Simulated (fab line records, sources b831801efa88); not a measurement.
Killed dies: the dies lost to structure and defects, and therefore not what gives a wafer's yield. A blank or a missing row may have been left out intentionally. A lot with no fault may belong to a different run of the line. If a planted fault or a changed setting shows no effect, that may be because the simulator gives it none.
Struck lot and sound lot, side by side -- flow gf180mcu -- 19 out of 602 route steps
Sound: wafers L951.2, L951.4, L951.5. Wafers L955.2, L955.3, L955.6 were the ones struck. At the end, the cause is stated.
Each step with rows lists, per side, the tool, then ch with its chambers, then its first start. Under that, the readings that differ: sound wafers -- struck wafers -- difference of the means -- sigmas: that difference in standard deviations of wafers without a fault.
alike: words and numbers the same on both sides, and readings whose means are apart by under 2 such deviations; not compared: readings that were withheld, readings missing a value for some wafer, numbers with overlapping values and no deviation given by the record, and bounds like >300 which may hide the same value.
Wherever a step has rows on one side only, a row that says differs or no value, or a row with sigmas, the two part there. Numbers that have no deviation but don't overlap get no sigmas and don't part them. Lack of a reading on every wafer of one side parts them only where that side has two or more wafers.

first, 2 steps without rows for these wafers: GF_DUAL_GATE_PEB_09; GF_DUAL_GATE_DEVELOP_10 (develop time 60 s).
GF_DUAL_GATE_OVL_MEAS_11:
  struck on overlay-02, day 14 01:23; sound on overlay-01, day 12 19:53
  alike: DUAL_GATE_OVL
then, 1 step without rows for these wafers: GF_DUAL_GATE_WET_ETCH_12 (etches SiO2 in dHF, target depth 13 nm, time 260 s).
GF_DUAL_GATE_STRIP_13: strips in O2/N2.
  sound on plasma_asher-02 ch 0,1, day 12 20:01; struck on plasma_asher-01 ch 1, day 14 01:30
  alike: drypump_motor_current_A, heater_power_w, oes_product_au, strip_time_to_endpoint_s
  not compared: rf_hours_counter_h
then, 3 steps without rows for these wafers: GF_DUAL_GATE_CLEAN_14 (cleans in SC1/SC2, time 150 s); GF_DUAL_GATE_OXIDATION_15 (stabilise 600 s, purge 300 s, target thk 7.098 nm); GF_POLY_GATE_CVD_00 (deposits poly-Si, target thk 200 nm, time 1200 s).
GF_POLY_GATE_THK_MEAS_01:
  struck on film_metro-01, day 14 04:33; sound on film_metro-01, day 12 23:35
reading,sound,struck,difference,sigmas
POLY_GATE_CVD_00_THK (nm),202.7 201.5 204.3,198.8 197.6 197.3,-4.9,-2
then, 3 steps without rows for these wafers: GF_POLY_GATE_DEHYDRATE_02 (time 60 s); GF_POLY_GATE_HMDS_03 (prime time 60 s); GF_POLY_GATE_COAT_04.
GF_POLY_GATE_COAT_05: resist thk 700 nm.
  sound on litho_track-01 ch 0, day 13 09:00; struck on litho_track-01 ch 0, day 14 14:00
reading,sound,struck,difference,sigmas
model.KrF_of_POLY_GATE_COAT_05.thk_nm (nm),701.9 701.7 700.8,684.3 683.7 683.4,-17.7,
  alike: chill_plate_temp_C
then, 3 steps without rows for these wafers: GF_POLY_GATE_SOFTBAKE_06 (time 60 s); GF_POLY_GATE_EXPOSE_07 (exposes mask Poly2, target cd 280 nm); GF_POLY_GATE_PEB_08 (peb time 90 s).
GF_POLY_GATE_DEVELOP_09: develop time 60 s.
  sound on litho_track-01 ch 0, day 13 19:40; struck on litho_track-01 ch 0, day 15 00:34
reading,sound,struck,difference,sigmas
model.KrF_of_POLY_GATE_COAT_05.thk_nm (nm),687 686.8 685.8,669.4 668.8 668.5,-17.6,
  alike: chill_plate_temp_C
GF_POLY_GATE_CD_MEAS_10 targets a cd of 280 nm.
  struck on cd_sem-02, day 15 00:42; sound on cd_sem-01, day 13 19:48
  alike: cd_nm
GF_PASSIVATION_PROBE_99:
  sound wafers here have rows in the record (prober-02, day 33 09:06); struck ones have none

## WHERE THEY PART
At GF_POLY_GATE_THK_MEAS_01 first; at GF_PASSIVATION_PROBE_99 last (within this record only).

WHY: what the simulator had put in
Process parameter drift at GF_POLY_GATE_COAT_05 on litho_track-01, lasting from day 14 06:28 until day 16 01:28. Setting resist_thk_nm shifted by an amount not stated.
